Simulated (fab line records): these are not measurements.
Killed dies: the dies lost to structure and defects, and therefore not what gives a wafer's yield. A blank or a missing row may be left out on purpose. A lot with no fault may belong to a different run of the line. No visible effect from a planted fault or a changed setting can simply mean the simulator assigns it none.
The tool behind it: which one? / flow sfqLine / Sampling: 14 lots, 42 wafers, 3 of 325 route steps

== WHAT THE GAUGES READ, wafer by wafer ==
SFQ_M7_RS_MEAS_943: a four-point-probe measurement. Usual: M7_NB_RS typically reads 0.893 ohm/sq, with standard deviation 0.01.
lot=L205; measured=day 67 21:40; on=filmMetro-04; M7_NB_RS (ohm/sq)=0.889 0.899 0.908; flag=
lot=L207; measured=day 68 13:31; on=filmMetro-03; M7_NB_RS (ohm/sq)=0.884 0.877 0.874; flag=
lot=L209; measured=day 68 19:32; on=filmMetro-04; M7_NB_RS (ohm/sq)=0.899 0.913 0.894; flag=
lot=L210; measured=day 68 20:41; on=filmMetro-02; M7_NB_RS (ohm/sq)=0.878 0.876 0.882; flag=
lot=L211; measured=day 69 01:58; on=filmMetro-04; M7_NB_RS (ohm/sq)=0.905 0.910 0.893; flag=
lot=L212; measured=day 76 02:53; on=filmMetro-03; M7_NB_RS (ohm/sq)=0.871 0.878 0.887; flag=
lot=L216; measured=day 76 20:52; on=filmMetro-02; M7_NB_RS (ohm/sq)=0.889 0.885 0.881; flag=
lot=L217; measured=day 77 01:42; on=filmMetro-03; M7_NB_RS (ohm/sq)=0.883 0.889 0.892; flag=
lot=L221; measured=day 83 03:47; on=filmMetro-02; M7_NB_RS (ohm/sq)=0.921 1.333 1.322; flag=OFF
lot=L222; measured=day 83 21:53; on=filmMetro-02; M7_NB_RS (ohm/sq)=0.923 1.337 0.920; flag=OFF
lot=L223; measured=day 84 00:07; on=filmMetro-04; M7_NB_RS (ohm/sq)=0.900 0.901 0.896; flag=
lot=L224; measured=day 84 02:29; on=filmMetro-03; M7_NB_RS (ohm/sq)=0.877 0.878 0.882; flag=
lot=L226; measured=day 84 19:51; on=filmMetro-03; M7_NB_RS (ohm/sq)=0.893 0.886 0.889; flag=
lot=L228; measured=day 85 03:45; on=filmMetro-03; M7_NB_RS (ohm/sq)=0.901 0.884 0.893; flag=

== TOOL THAT RAN EACH LOT (tool first, then ch and the chambers of the sampled wafers, then the start) ==
lot=L205; SFQ_TRILAYER_M6_BARC_OPEN_METAL_ETCH_206=rieMetal-01 ch 0,1, day 67 12:14; SFQ_TRILAYER_M7_DEP_SPUTTER_175=pvdSputter-06, day 67 21:34
lot=L207; SFQ_TRILAYER_M6_BARC_OPEN_METAL_ETCH_206=rieMetal-02 ch 1, day 67 19:26; SFQ_TRILAYER_M7_DEP_SPUTTER_175=pvdSputter-04, day 68 13:26
lot=L209; SFQ_TRILAYER_M6_BARC_OPEN_METAL_ETCH_206=rieMetal-01 ch 0,1, day 68 05:17; SFQ_TRILAYER_M7_DEP_SPUTTER_175=pvdSputter-06, day 68 19:24
lot=L210; SFQ_TRILAYER_M6_BARC_OPEN_METAL_ETCH_206=rieMetal-01 ch 0,1, day 68 08:51; SFQ_TRILAYER_M7_DEP_SPUTTER_175=pvdSputter-04, day 68 20:35
lot=L211; SFQ_TRILAYER_M6_BARC_OPEN_METAL_ETCH_206=rieMetal-02 ch 0,1, day 68 17:15; SFQ_TRILAYER_M7_DEP_SPUTTER_175=pvdSputter-05, day 69 01:53
lot=L212; SFQ_TRILAYER_M6_BARC_OPEN_METAL_ETCH_206=rieMetal-02 ch 0,1, day 70 20:49; SFQ_TRILAYER_M7_DEP_SPUTTER_175=pvdSputter-04, day 76 02:44
lot=L216; SFQ_TRILAYER_M6_BARC_OPEN_METAL_ETCH_206=rieMetal-02 ch 0,1, day 71 16:01; SFQ_TRILAYER_M7_DEP_SPUTTER_175=pvdSputter-04, day 76 20:46
lot=L217; SFQ_TRILAYER_M6_BARC_OPEN_METAL_ETCH_206=rieMetal-02 ch 1, day 72 04:02; SFQ_TRILAYER_M7_DEP_SPUTTER_175=pvdSputter-05, day 77 01:37
lot=L221; SFQ_TRILAYER_M6_BARC_OPEN_METAL_ETCH_206=rieMetal-03 ch 1, day 78 02:50; SFQ_TRILAYER_M7_DEP_SPUTTER_175=pvdSputter-05, day 83 03:41
lot=L222; SFQ_TRILAYER_M6_BARC_OPEN_METAL_ETCH_206=rieMetal-02 ch 0,1, day 79 06:08; SFQ_TRILAYER_M7_DEP_SPUTTER_175=pvdSputter-05, day 83 21:47
lot=L223; SFQ_TRILAYER_M6_BARC_OPEN_METAL_ETCH_206=rieMetal-01 ch 0,1, day 79 07:20; SFQ_TRILAYER_M7_DEP_SPUTTER_175=pvdSputter-06, day 83 23:59
lot=L224; SFQ_TRILAYER_M6_BARC_OPEN_METAL_ETCH_206=rieMetal-03 ch 0,1, day 79 08:40; SFQ_TRILAYER_M7_DEP_SPUTTER_175=pvdSputter-04, day 84 02:23
lot=L226; SFQ_TRILAYER_M6_BARC_OPEN_METAL_ETCH_206=rieMetal-03 ch 0, day 80 04:47; SFQ_TRILAYER_M7_DEP_SPUTTER_175=pvdSputter-06, day 84 19:46
lot=L228; SFQ_TRILAYER_M6_BARC_OPEN_METAL_ETCH_206=rieMetal-02 ch 1, day 80 16:11; SFQ_TRILAYER_M7_DEP_SPUTTER_175=pvdSputter-06, day 85 03:38
- SFQ_TRILAYER_M6_BARC_OPEN_METAL_ETCH_206: etches BARC in O2, target depth 125 nm, time 41.7 s.
- SFQ_TRILAYER_M7_DEP_SPUTTER_175: material Nb, target thk 200 nm, time 133.3 s.

== WHAT THE TOOLS THEMSELVES READ (means of the sampled wafers that have a number; where no wafer has one, the mark that the record gives instead) ==
SFQ_TRILAYER_M6_BARC_OPEN_METAL_ETCH_206. Usual: chamberPressureMTorr 10.000 mTorr, standard deviation 0.008; drypumpMotorCurrentA 5.49 A, standard deviation 0.27; oesProductAu 0.685 a.u., standard deviation 0.0049.
lot=L205; tool=rieMetal-01; chamberPressureMTorr (mTorr)=10.002; drypumpMotorCurrentA (A)=5.54; oesProductAu (a.u.)=0.682; flag=
lot=L207; tool=rieMetal-02; chamberPressureMTorr (mTorr)=10.002; drypumpMotorCurrentA (A)=5.83; oesProductAu (a.u.)=0.683; flag=
lot=L209; tool=rieMetal-01; chamberPressureMTorr (mTorr)=9.997; drypumpMotorCurrentA (A)=5.46; oesProductAu (a.u.)=0.684; flag=
lot=L210; tool=rieMetal-01; chamberPressureMTorr (mTorr)=10.007; drypumpMotorCurrentA (A)=5.45; oesProductAu (a.u.)=0.688; flag=
lot=L211; tool=rieMetal-02; chamberPressureMTorr (mTorr)=10.000; drypumpMotorCurrentA (A)=5.42; oesProductAu (a.u.)=0.679; flag=
lot=L212; tool=rieMetal-02; chamberPressureMTorr (mTorr)=9.994; drypumpMotorCurrentA (A)=5.41; oesProductAu (a.u.)=0.689; flag=
lot=L216; tool=rieMetal-02; chamberPressureMTorr (mTorr)=9.996; drypumpMotorCurrentA (A)=5.61; oesProductAu (a.u.)=0.685; flag=
lot=L217; tool=rieMetal-02; chamberPressureMTorr (mTorr)=9.999; drypumpMotorCurrentA (A)=5.83; oesProductAu (a.u.)=0.686; flag=
lot=L221; tool=rieMetal-03; chamberPressureMTorr (mTorr)=10.008; drypumpMotorCurrentA (A)=5.80; oesProductAu (a.u.)=0.686; flag=
lot=L222; tool=rieMetal-02; chamberPressureMTorr (mTorr)=9.994; drypumpMotorCurrentA (A)=5.41; oesProductAu (a.u.)=0.684; flag=
lot=L223; tool=rieMetal-01; chamberPressureMTorr (mTorr)=9.995; drypumpMotorCurrentA (A)=5.53; oesProductAu (a.u.)=0.685; flag=
lot=L224; tool=rieMetal-03; chamberPressureMTorr (mTorr)=10.004; drypumpMotorCurrentA (A)=5.38; oesProductAu (a.u.)=0.684; flag=
lot=L226; tool=rieMetal-03; chamberPressureMTorr (mTorr)=9.996; drypumpMotorCurrentA (A)=5.16; oesProductAu (a.u.)=0.682; flag=
lot=L228; tool=rieMetal-02; chamberPressureMTorr (mTorr)=9.997; drypumpMotorCurrentA (A)=5.83; oesProductAu (a.u.)=0.688; flag=

SFQ_TRILAYER_M7_DEP_SPUTTER_175. Usual: throttleValvePct reads 29.1 % (standard deviation 0.88).
lot=L205; tool=pvdSputter-06; throttleValvePct (%)=29.3; flag=
lot=L207; tool=pvdSputter-04; throttleValvePct (%)=29.5; flag=
lot=L209; tool=pvdSputter-06; throttleValvePct (%)=28.9; flag=
lot=L210; tool=pvdSputter-04; throttleValvePct (%)=29.3; flag=
lot=L211; tool=pvdSputter-05; throttleValvePct (%)=29.4; flag=
lot=L212; tool=pvdSputter-04; throttleValvePct (%)=28.4; flag=
lot=L216; tool=pvdSputter-04; throttleValvePct (%)=28.5; flag=
lot=L217; tool=pvdSputter-05; throttleValvePct (%)=29.4; flag=
lot=L221; tool=pvdSputter-05; throttleValvePct (%)=30.2; flag=
lot=L222; tool=pvdSputter-05; throttleValvePct (%)=30.2; flag=
lot=L223; tool=pvdSputter-06; throttleValvePct (%)=29.3; flag=
lot=L224; tool=pvdSputter-04; throttleValvePct (%)=28.4; flag=
lot=L226; tool=pvdSputter-06; throttleValvePct (%)=29.0; flag=
lot=L228; tool=pvdSputter-06; throttleValvePct (%)=28.7; flag=

== THE ANSWER, worked out from the rows above alone ==
Rule: a lot counts as off when the mean over its wafers that have a number is more than 3 standard deviations away from the usual mean. Also off: a lot with no number at a reading for which 4 or more lots have one. Any other lot the step has rows for is counted as sound. After the gauges, taken in route order, come the tools' own readings; for these a lot's mean is taken, as printed above. The first step at which some lot is off is used, and at that step the reading that is off furthest; a lot without a number counts as furthest.
Off: at SFQ_M7_RS_MEAS_943 (M7_NB_RS), L221, L222.
A tool fits if, at a process step before that reading, it ran every lot that is off, and no sound lot after the first of them. The gauges at SFQ_M7_RS_MEAS_943 are tried like those tools. This does not decide it: 2 tools fit, namely pvdSputter-05 at SFQ_TRILAYER_M7_DEP_SPUTTER_175 and filmMetro-02 at SFQ_M7_RS_MEAS_943.

== WHAT WAS PUT IN BY THE SIMULATOR ==
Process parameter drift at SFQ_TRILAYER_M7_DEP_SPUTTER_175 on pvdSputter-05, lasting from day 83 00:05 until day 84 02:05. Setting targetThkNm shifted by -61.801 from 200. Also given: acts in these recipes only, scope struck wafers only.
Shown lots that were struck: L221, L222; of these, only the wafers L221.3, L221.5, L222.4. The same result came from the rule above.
